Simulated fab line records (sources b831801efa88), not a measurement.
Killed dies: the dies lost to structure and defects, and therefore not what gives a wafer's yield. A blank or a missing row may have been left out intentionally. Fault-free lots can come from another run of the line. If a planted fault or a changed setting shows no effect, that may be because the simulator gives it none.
fab line records | flow gf180mcu
[record] lots = 14 | wafers = 42 | last_day = 34
route steps=602 shown MVPSD@86 VT_IMPLANT@99 POLY_GATE@170 NSD@242
lots that met no fault: taken from a fault-free run of the same line
start_h: the number of hours between the record's first day and the start of the first shown wafer of the lot | wait_h: hours since the lot's step before | " as in the row above | L1.1+2: a single row standing in for several wafers | - no value, or no start given | * or withheld: withheld | < > ~ a bound
route shown NAME@n: NAME is a module with steps in the file, n the number in the route of the first one | usual: mean and standard deviation over wafers with no fault | same: alike in all rows | chamber/n: place in a boat | sites: the reading at each site | _std_site: standard deviation of those values | _edge_site: inner sites' mean taken away from outer sites' mean | radius_mm: how far each site lies from the wafer's centre | mask NAME#n: copy n | behind: the last tool/chamber to shape the wafer | hold: cause of the lot's hold/its duration in hours/its outcome | device: the n, p or np transistor that did not switch | end of line: tests of these same wafers at the route's end | where a step has no rows: the recipe by itself | killed: dies lost to structure and defects at the first sort, not the wafer's yield | map: per-die view of a wafer (x killed, . not killed, _ where there is no die)
set.NAME: the setting as run; set.NAME@STEP: as run at that earlier step | model.NAME: the simulator's own value behind a step, which no gauge read
route steps across a sampled set of lots; one table per step, one row per wafer
services: a tool's chamber out of use, with start hour (start_h, from the record's first day; less than 0 if before it), hours out, and reason
[[steps]]
[step GF_MVPSD_IMPLANT_08]
[recipe] species = B | energy_kev = 170 | dose_cm2 = 1.5e+13 | tilt_deg = 0
[usual] beam_energy_keV = 170.01/0.056 | beam_on_s = 9.98/0.2
lot.wafer | tool         | chamber | start_h | wait_h | beam_energy_keV | beam_on_s
L838.2    | implanter-04 | 0       | 96.07   | 0.0    | 170.00          | 9.88
L838.4    | "            | 0       | "       | "      | 170.07          | 9.83
L838.6    | "            | 0       | "       | "      | 170.08          | 10.07
L839.3    | implanter-04 | 0       | 102.22  | 0.1    | 170.02          | 10.12
L839.4    | "            | 0       | "       | "      | 169.99          | 10.02
L839.6    | "            | 0       | "       | "      | 170.04          | 10.03
L840.1    | implanter-04 | 0       | 112.55  | 0.0    | 169.97          | 9.61
L840.3    | "            | 0       | "       | "      | 170.05          | 9.72
L840.5    | "            | 0       | "       | "      | 170.05          | 9.83
L841.4    | implanter-04 | 0       | 115.98  | 0.1    | 170.07          | 10.17
L841.5    | "            | 0       | "       | "      | 170.06          | 10.26
L841.6    | "            | 0       | "       | "      | 169.96          | 9.87
L842.2    | implanter-04 | 0       | 122.83  | 0.1    | 170.00          | 9.77
L842.5    | "            | 0       | "       | "      | 169.94          | 10.20
L842.6    | "            | 0       | "       | "      | 169.95          | 9.90
L843.1    | implanter-01 | 0       | 129.84  | 0.0    | 170.08          | 9.93
L843.4    | "            | 0       | "       | "      | 169.98          | 9.96
L843.5    | "            | 0       | "       | "      | 170.06          | 9.96
L844.2    | implanter-04 | 0       | 136.15  | 0.2    | 170.05          | 10.03
L844.3    | "            | 0       | "       | "      | 169.90          | 9.86
L844.5    | "            | 0       | "       | "      | 169.96          | 9.61
L851.1    | implanter-01 | 0       | 174.05  | 0.0    | 170.03          | 9.76
L851.4    | "            | 0       | "       | "      | 170.07          | 10.27
L851.5    | "            | 0       | "       | "      | 169.91          | 10.27
L856.3    | implanter-01 | -       | 207.59  | 0.1    | -               | -
L856.5    | "            | -       | "       | "      | -               | -
L856.6    | "            | -       | "       | "      | -               | -
L857.1    | implanter-01 | -       | 214.20  | 0.0    | -               | -
L857.4    | "            | -       | "       | "      | -               | -
L857.5    | "            | -       | "       | "      | -               | -
L858.1    | implanter-01 | 0       | 218.86  | 0.0    | 170.14          | 9.71
L858.4    | "            | 0       | "       | "      | 170.07          | 10.17
L858.6    | "            | 0       | "       | "      | 170.01          | 10.00
L859.2    | implanter-01 | 0       | 222.69  | 0.0    | 169.99          | 9.88
L859.4    | "            | 0       | "       | "      | 169.96          | 10.09
L859.6    | "            | 0       | "       | "      | 169.97          | 10.22
L860.2    | implanter-04 | 0       | 231.18  | 0.0    | 170.07          | 9.98
L860.3    | "            | 0       | "       | "      | 169.93          | 10.30
L860.4    | "            | 0       | "       | "      | 169.90          | 10.15
L861.2    | implanter-04 | 0       | 241.07  | 0.0    | 170.07          | 10.22
L861.3    | "            | 0       | "       | "      | 170.06          | 9.74
L861.6    | "            | 0       | "       | "      | 170.06          | 10.33
[step GF_MVPSD_TW_MEAS_11]
[usual] MVPSD_TW = 553/4
lot.wafer | tool          | chamber | start_h | wait_h | hold                     | MVPSD_TW
L838.2    | film_metro-04 | -       | 96.45   | 0.1    | -                        | 555
L838.4    | "             | -       | "       | "      | -                        | 557
L838.6    | "             | -       | "       | "      | -                        | 555
L839.3    | film_metro-01 | -       | 102.59  | 0.1    | -                        | 547
L839.4    | "             | -       | "       | "      | -                        | 544
L839.6    | "             | -       | "       | "      | -                        | 546
L840.1    | film_metro-04 | -       | 112.95  | 0.1    | -                        | 559
L840.3    | "             | -       | "       | "      | -                        | 555
L840.5    | "             | -       | "       | "      | -                        | 557
L841.4    | film_metro-04 | -       | 116.33  | 0.1    | -                        | 552
L841.5    | "             | -       | "       | "      | -                        | 554
L841.6    | "             | -       | "       | "      | -                        | 552
L842.2    | film_metro-04 | -       | 123.22  | 0.1    | -                        | 555
L842.5    | "             | -       | "       | "      | -                        | 557
L842.6    | "             | -       | "       | "      | -                        | 553
L843.1    | film_metro-04 | -       | 130.24  | 0.1    | -                        | 555
L843.4    | "             | -       | "       | "      | -                        | 554
L843.5    | "             | -       | "       | "      | -                        | 557
L844.2    | film_metro-04 | -       | 136.53  | 0.1    | -                        | 558
L844.3    | "             | -       | "       | "      | -                        | 557
L844.5    | "             | -       | "       | "      | -                        | 553
L851.1    | film_metro-02 | -       | 174.45  | 0.1    | -                        | 553
L851.4    | "             | -       | "       | "      | -                        | 551
L851.5    | "             | -       | "       | "      | -                        | 552
L856.3    | film_metro-01 | -       | 207.96  | 0.1    | await_dispo/0.2h/release | 317
L856.5    | "             | -       | "       | "      | await_dispo/0.2h/release | 317
L856.6    | "             | -       | "       | "      | await_dispo/0.2h/release | 316
L856.3    | film_metro-01 | -       | 208.19  | 0.2    | -                        | 317
L856.5    | "             | -       | "       | "      | -                        | 317
L856.6    | "             | -       | "       | "      | -                        | 318
L857.1    | film_metro-01 | -       | 214.60  | 0.1    | await_dispo/0.2h/release | 315
L857.4    | "             | -       | "       | "      | await_dispo/0.2h/release | 317
L857.5    | "             | -       | "       | "      | await_dispo/0.2h/release | 318
L857.1    | film_metro-01 | -       | 214.83  | 0.2    | -                        | 318
L857.4    | "             | -       | "       | "      | -                        | 318
L857.5    | "             | -       | "       | "      | -                        | 319
L858.1    | film_metro-02 | -       | 219.26  | 0.1    | -                        | 555
L858.4    | "             | -       | "       | "      | -                        | 558
L858.6    | "             | -       | "       | "      | -                        | 556
L859.2    | film_metro-04 | -       | 223.07  | 0.1    | -                        | 556
L859.4    | "             | -       | "       | "      | -                        | 555
L859.6    | "             | -       | "       | "      | -                        | 556
L860.2    | film_metro-04 | -       | 231.56  | 0.1    | -                        | 555
L860.3    | "             | -       | "       | "      | -                        | 560
L860.4    | "             | -       | "       | "      | -                        | 556
L861.2    | film_metro-04 | -       | 241.45  | 0.1    | -                        | 559
L861.3    | "             | -       | "       | "      | -                        | 556
L861.6    | "             | -       | "       | "      | -                        | 556
[step GF_VT_IMPLANT_STRIP_09]
[recipe] chemistry = O2/N2 | power_w = 1400 | pressure_mtorr = 1500 | platen_temp_c = 250 | o2_flow_sccm = 3000 | n2_flow_sccm = 300 | overash_fraction = 0.5
[usual] drypump_motor_current_A = 5.5/0.36 | heater_power_w = 315/19 | o2_flow_sccm = 2999/9.8 | oes_product_au = 0.717/0.0048 | platen_temp_c = 249.96/0.18 | strip_time_to_endpoint_s = 12.62/0.037
lot.wafer | tool            | chamber | start_h | wait_h | drypump_motor_current_A | heater_power_w | o2_flow_sccm | oes_product_au | platen_temp_c | rf_hours_counter_h | strip_time_to_endpoint_s
L838.2    | plasma_asher-01 | 1       | 111.75  | 0.1    | 5.3                     | 337            | 2990         | 0.720          | 250.05        | 44                 | 12.60
L838.4    | "               | 1       | "       | "      | 5.3                     | 342            | 3004         | 0.723          | 249.73        | -                  | 12.60
L838.6    | "               | 1       | "       | "      | 5.3                     | 330            | 2991         | 0.713          | 249.94        | -                  | 12.56
L839.3    | plasma_asher-01 | 1       | 117.14  | 0.1    | 5.2                     | 336            | 2998         | 0.721          | 249.91        | -                  | 12.64
L839.4    | "               | 0       | "       | "      | 5.7                     | 350            | 3000         | 0.713          | 249.81        | -                  | 12.60
L839.6    | "               | 1       | "       | "      | 5.3                     | 338            | 2997         | 0.714          | 250.00        | -                  | 12.60
L840.1    | plasma_asher-02 | 1       | 127.50  | 0.1    | 5.2                     | 281            | 2993         | 0.720          | 249.92        | 1                  | 12.62
L840.3    | "               | 1       | "       | "      | 5.2                     | 283            | 2994         | 0.718          | 249.71        | -                  | 12.59
L840.5    | "               | 0       | "       | "      | 5.4                     | 318            | 2993         | 0.718          | 250.07        | -                  | 12.61
L841.4    | plasma_asher-02 | 1       | 131.50  | 0.1    | 5.2                     | 298            | 2999         | 0.705          | 250.00        | -                  | 12.66
L841.5    | "               | 0       | "       | "      | 5.4                     | 317            | 3014         | 0.714          | 249.87        | -                  | 12.64
L841.6    | "               | 1       | "       | "      | 5.2                     | 285            | 3009         | 0.715          | 249.97        | -                  | 12.66
L842.2    | plasma_asher-02 | 0       | 138.40  | 0.1    | 5.4                     | 321            | 2992         | 0.718          | 249.88        | 2                  | 12.58
L842.5    | "               | 0       | "       | "      | 5.4                     | 315            | 3009         | 0.714          | 249.94        | -                  | 12.60
L842.6    | "               | 1       | "       | "      | 5.2                     | 290            | 2981         | 0.712          | 250.07        | -                  | 12.58
L843.1    | plasma_asher-02 | 1       | 145.35  | 0.1    | 5.2                     | 288            | 3015         | 0.719          | 249.96        | 3                  | 12.56
L843.4    | "               | 1       | "       | "      | 5.2                     | 283            | 3008         | 0.714          | 249.80        | -                  | 12.57
L843.5    | "               | 1       | "       | "      | 5.2                     | 286            | 3022         | 0.722          | 249.88        | -                  | 12.58
L844.2    | plasma_asher-02 | 0       | 151.90  | 0.1    | 5.4                     | 327            | 3002         | 0.718          | 249.95        | 4                  | 12.61
L844.3    | "               | 1       | "       | "      | 5.2                     | 282            | 2999         | 0.721          | 249.84        | -                  | 12.59
L844.5    | "               | 0       | "       | "      | 5.4                     | 324            | 2997         | 0.723          | 249.58        | -                  | 12.60
L851.1    | plasma_asher-02 | 0       | 190.71  | 0.1    | 5.4                     | 319            | 3009         | 0.713          | 250.14        | 8                  | 12.60
L851.4    | "               | 1       | "       | "      | 5.2                     | 286            | 3018         | 0.717          | 250.15        | -                  | 12.62
L851.5    | "               | 1       | "       | "      | 5.2                     | 291            | 3015         | 0.723          | 249.94        | -                  | 12.62
L858.1    | plasma_asher-03 | 0       | 237.26  | 0.1    | 5.7                     | 305            | 2999         | 0.717          | 249.79        | 48                 | 12.68
L858.4    | "               | 1       | "       | "      | 6.4                     | 323            | 2992         | 0.720          | 249.82        | -                  | 12.60
L858.6    | "               | 1       | "       | "      | 6.3                     | 319            | 2993         | 0.715          | 249.94        | -                  | 12.61
L859.2    | plasma_asher-02 | 0       | 241.31  | 0.1    | 5.4                     | 319            | 2999         | 0.715          | 250.15        | 10                 | 12.61
L859.4    | "               | 0       | "       | "      | 5.4                     | 320            | 2998         | 0.709          | 250.15        | -                  | 12.59
L859.6    | "               | 0       | "       | "      | 5.4                     | 306            | 2995         | 0.717          | 249.99        | -                  | 12.64
L860.2    | plasma_asher-01 | 0       | 250.36  | 0.1    | 5.6                     | 352            | 3007         | 0.717          | 249.80        | 60                 | 12.62
L860.3    | "               | 0       | "       | "      | 5.6                     | 349            | 2987         | 0.713          | 250.17        | -                  | 12.68
L860.4    | "               | 1       | "       | "      | 5.3                     | 328            | 3003         | 0.714          | 249.77        | -                  | 12.64
L861.2    | plasma_asher-02 | 1       | 259.76  | 0.1    | 5.2                     | 293            | 3009         | 0.717          | 249.85        | 12                 | 12.61
L861.3    | "               | 1       | "       | "      | 5.2                     | 291            | 3006         | 0.718          | 249.95        | -                  | 12.62
L861.6    | "               | 0       | "       | "      | 5.4                     | 328            | 2993         | 0.724          | 250.26        | -                  | 12.58
[step GF_POLY_GATE_ETCH_13]
[recipe] target = poly-Si | target_depth_nm = 198.5 | stop_on = SiO2 | over_etch_frac = 0.403 | chemistry = HBr/Cl2 | icp_w = 400 | bias_w = 100 | pressure_mtorr = 10 | HBr_flow_sccm = 150 | Cl2_flow_sccm = 50 | time_s = 69.6
[usual] drypump_motor_current_A = 5.8/0.53 | oes_product_au = 0.989/0.0093 | rf_fwd_power_W = 396.7/1.4 | throttle_valve_pct = 33.686/0.0089
lot.wafer | tool      | chamber | start_h | wait_h | drypump_motor_current_A | oes_product_au | rf_fwd_power_W | rf_hours_counter_h | throttle_valve_pct
L838.2    | rie_si-02 | 0       | 196.77  | -      | 6.3                     | 0.991          | 396.4          | 35                 | 33.687
L838.4    | "         | 1       | "       | "      | 6.1                     | 0.985          | 396.3          | -                  | 33.677
L838.6    | "         | 0       | "       | "      | 6.3                     | 0.993          | 394.1          | -                  | 33.691
L839.3    | rie_si-02 | 0       | 203.57  | -      | 6.3                     | 0.995          | 393.7          | 35                 | 33.680
L839.4    | "         | 3       | "       | "      | 5.6                     | 0.991          | 396.0          | -                  | 33.675
L839.6    | "         | 0       | "       | "      | 6.3                     | 0.997          | 392.7          | -                  | 33.704
L840.1    | rie_si-02 | 3       | 218.21  | -      | 5.7                     | 0.991          | 395.1          | 0                  | 33.691
L840.3    | "         | 2       | "       | "      | 4.9                     | 0.987          | 397.3          | 5                  | 33.698
L840.5    | "         | 3       | "       | "      | 5.7                     | 0.991          | 396.7          | -                  | 33.686
L841.4    | rie_si-02 | 3       | 221.24  | -      | 5.7                     | 0.983          | 397.0          | -                  | 33.679
L841.5    | "         | 0       | "       | "      | 6.3                     | 0.992          | 397.0          | -                  | 33.695
L841.6    | "         | 2       | "       | "      | 4.9                     | 0.989          | 395.6          | -                  | 33.689
L842.2    | rie_si-02 | 0       | 227.32  | -      | 6.3                     | 1.011          | 397.9          | 36                 | 33.687
L842.5    | "         | 1       | "       | "      | 6.1                     | 1.004          | 396.8          | -                  | 33.695
L842.6    | "         | 0       | "       | "      | 6.3                     | 1.003          | 401.1          | -                  | 33.683
L843.1    | rie_si-02 | 2       | 236.42  | -      | 4.9                     | 0.978          | 396.3          | 5                  | 33.678
L843.4    | "         | 1       | "       | "      | 6.1                     | 0.993          | 396.7          | 0                  | 33.684
L843.5    | "         | 3       | "       | "      | 5.7                     | 0.989          | 395.6          | -                  | 33.690
L844.2    | rie_si-01 | 1       | 244.47  | -      | 5.3                     | 0.973          | 398.5          | 15                 | 33.685
L844.3    | "         | 3       | "       | "      | 6.1                     | 0.987          | 398.2          | 4                  | 33.686
L844.5    | "         | 3       | "       | "      | 6.1                     | 0.993          | 397.3          | -                  | 33.675
L851.1    | rie_si-02 | 3       | 290.51  | -      | 5.7                     | 0.990          | 394.5          | 1                  | 33.690
L851.4    | "         | 1       | "       | "      | 6.1                     | 1.001          | 397.5          | 1                  | 33.685
L851.5    | "         | 1       | "       | "      | 6.1                     | 0.999          | 396.8          | -                  | 33.671
L858.1    | rie_si-02 | 1       | 344.06  | -      | 6.1                     | 0.987          | 398.2          | 1                  | 33.699
L858.4    | "         | 2       | "       | "      | 4.9                     | 0.972          | 397.1          | -                  | 33.687
L858.6    | "         | 1       | "       | "      | 6.1                     | 1.001          | 397.3          | -                  | 33.677
L859.2    | rie_si-02 | 1       | 349.17  | -      | 6.1                     | 1.002          | 395.7          | 1                  | 33.679
L859.4    | "         | 1       | "       | "      | 6.1                     | 0.994          | 395.0          | -                  | 33.685
L859.6    | "         | 2       | "       | "      | 4.9                     | 0.989          | 397.1          | -                  | 33.694
L860.2    | rie_si-02 | 1       | 363.37  | -      | 6.1                     | 0.994          | 399.0          | 2                  | 33.670
L860.3    | "         | 0       | "       | "      | 6.3                     | 0.979          | 394.9          | 37                 | 33.703
L860.4    | "         | 0       | "       | "      | 6.3                     | 0.973          | 393.6          | -                  | 33.678
L861.2    | rie_si-01 | 3       | 373.12  | -      | 6.1                     | 0.997          | 397.7          | 5                  | 33.674
L861.3    | "         | 1       | "       | "      | 5.3                     | 0.979          | 397.8          | 16                 | 33.683
L861.6    | "         | 3       | "       | "      | 6.1                     | 0.989          | 397.9          | -                  | 33.693
[step GF_NSD_CD_MEAS_07]
[recipe] target_cd_nm = 400
[usual] cd_nm = 399.9/1.9
lot.wafer | tool      | chamber | start_h | wait_h | cd_nm
L838.2    | cd_sem-02 | -       | 296.43  | 0.1    | 400.4
L838.4    | "         | -       | "       | "      | 402.1
L838.6    | "         | -       | "       | "      | 402.1
L839.3    | cd_sem-01 | -       | 305.31  | 0.1    | 398.8
L839.4    | "         | -       | "       | "      | 399.6
L839.6    | "         | -       | "       | "      | 399.2
L840.1    | cd_sem-02 | -       | 322.83  | 0.1    | 397.7
L840.3    | "         | -       | "       | "      | 398.8
L840.5    | "         | -       | "       | "      | 398.9
L841.4    | cd_sem-02 | -       | 325.22  | 0.1    | 399.8
L841.5    | "         | -       | "       | "      | 399.7
L841.6    | "         | -       | "       | "      | 397.9
L842.2    | cd_sem-02 | -       | 332.64  | 0.1    | 402.7
L842.5    | "         | -       | "       | "      | 400.3
L842.6    | "         | -       | "       | "      | 402.9
L843.1    | cd_sem-02 | -       | 342.16  | 0.1    | 401.0
L843.4    | "         | -       | "       | "      | 402.3
L843.5    | "         | -       | "       | "      | 402.9
L844.2    | cd_sem-02 | -       | 350.19  | 0.1    | 398.6
L844.3    | "         | -       | "       | "      | 395.7
L844.5    | "         | -       | "       | "      | 395.1
L851.1    | cd_sem-01 | -       | 406.71  | 0.1    | 399.6
L851.4    | "         | -       | "       | "      | 400.8
L851.5    | "         | -       | "       | "      | 401.1
L858.1    | cd_sem-02 | -       | 469.76  | 0.1    | 400.0
L858.4    | "         | -       | "       | "      | 401.5
L858.6    | "         | -       | "       | "      | 401.5
L859.2    | cd_sem-02 | -       | 474.34  | 0.1    | 397.9
L859.4    | "         | -       | "       | "      | 399.6
L859.6    | "         | -       | "       | "      | 399.0
L860.2    | cd_sem-01 | -       | 489.18  | 0.1    | 399.9
L860.3    | "         | -       | "       | "      | 402.1
L860.4    | "         | -       | "       | "      | 400.7
L861.2    | cd_sem-02 | -       | 499.23  | 0.1    | 396.6
L861.3    | "         | -       | "       | "      | 397.2
L861.6    | "         | -       | "       | "      | 396.9
[[services]]
tool            | chamber | start_h | hours | kind
implanter-01    | -       | 93.54   | 13.8  | pm
plasma_asher-02 | -       | 108.75  | 9.0   | pm
implanter-01    | -       | 109.47  | 18.8  | repair
rie_si-02       | 3       | 155.14  | 7.3   | repair
implanter-01    | -       | 160.57  | 6.9   | repair
rie_si-02       | -       | 172.32  | 2.8   | pm
rie_si-02       | 3       | 182.87  | -     | clean
rie_si-02       | 3       | 182.87  | 15.4  | scheduled_down
rie_si-02       | 3       | 182.87  | 15.4  | vent_cycle
implanter-01    | -       | 186.92  | 4.6   | repair
implanter-04    | -       | 201.87  | 1.0   | repair
rie_si-02       | 1       | 201.90  | -     | clean
rie_si-02       | 1       | 201.90  | 23.6  | scheduled_down
plasma_asher-02 | -       | 206.04  | 25.1  | pm
implanter-04    | -       | 206.36  | 15.9  | pm
implanter-04    | -       | 248.98  | 1.4   | repair
plasma_asher-03 | -       | 259.53  | 2.5   | repair
rie_si-01       | -       | 284.93  | 28.1  | pm
rie_si-02       | 3       | 313.79  | 151.0 | repair
implanter-01    | -       | 313.84  | 5.2   | repair
implanter-04    | -       | 315.01  | 4.8   | pm
rie_si-01       | 1       | 318.32  | 10.6  | repair
plasma_asher-01 | -       | 342.22  | 5.5   | repair
implanter-01    | -       | 356.11  | 1.9   | repair
[[key]]
[first_sign] step = GF_MVPSD_IMPLANT_08 | reading = tool_record | direction = missing
[effect] step = GF_MVPSD_TW_MEAS_11 | reading = visit | direction = added
[effect] step = GF_MVPSD_TW_MEAS_11 | reading = MVPSD_TW | direction = down | sigmas = 59 | usual = 553 | struck = 317
met_at GF_MVPSD_IMPLANT_08
struck_lots L856,L857
later_rows_left_out L856.3,L856.5,L856.6,L857.1,L857.4,L857.5
sort_left_out L856.3,L856.5,L856.6,L857.1,L857.4,L857.5
tester_left_out L856,L857
not_acting_at GF_VT_IMPLANT_STRIP_09,GF_POLY_GATE_ETCH_13,GF_NSD_CD_MEAS_07
onset_between 174.05 207.59
[fault] kind = skipped_step_whole | tool = implanter-01 | chamber = - | onset_h = 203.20 | steps = GF_MVPSD_IMPLANT_08 | scope = struck_lots_only
// tester_left_out: of these lots the tester's yield and bins aren't shown, on N5 and GAA mostly nor the transistor test; their killed dies are dies lost to structure and defects alone, not to doping, threshold or leakage, so they don't give the yield
// sort_left_out: the simulated sort isn't trusted on such a fault, so these wafers' sort isn't shown, and their yield isn't known
// later_rows_left_out: the simulator's readings of these wafers behind a module that went badly wrong aren't trusted and aren't shown, but for the sort
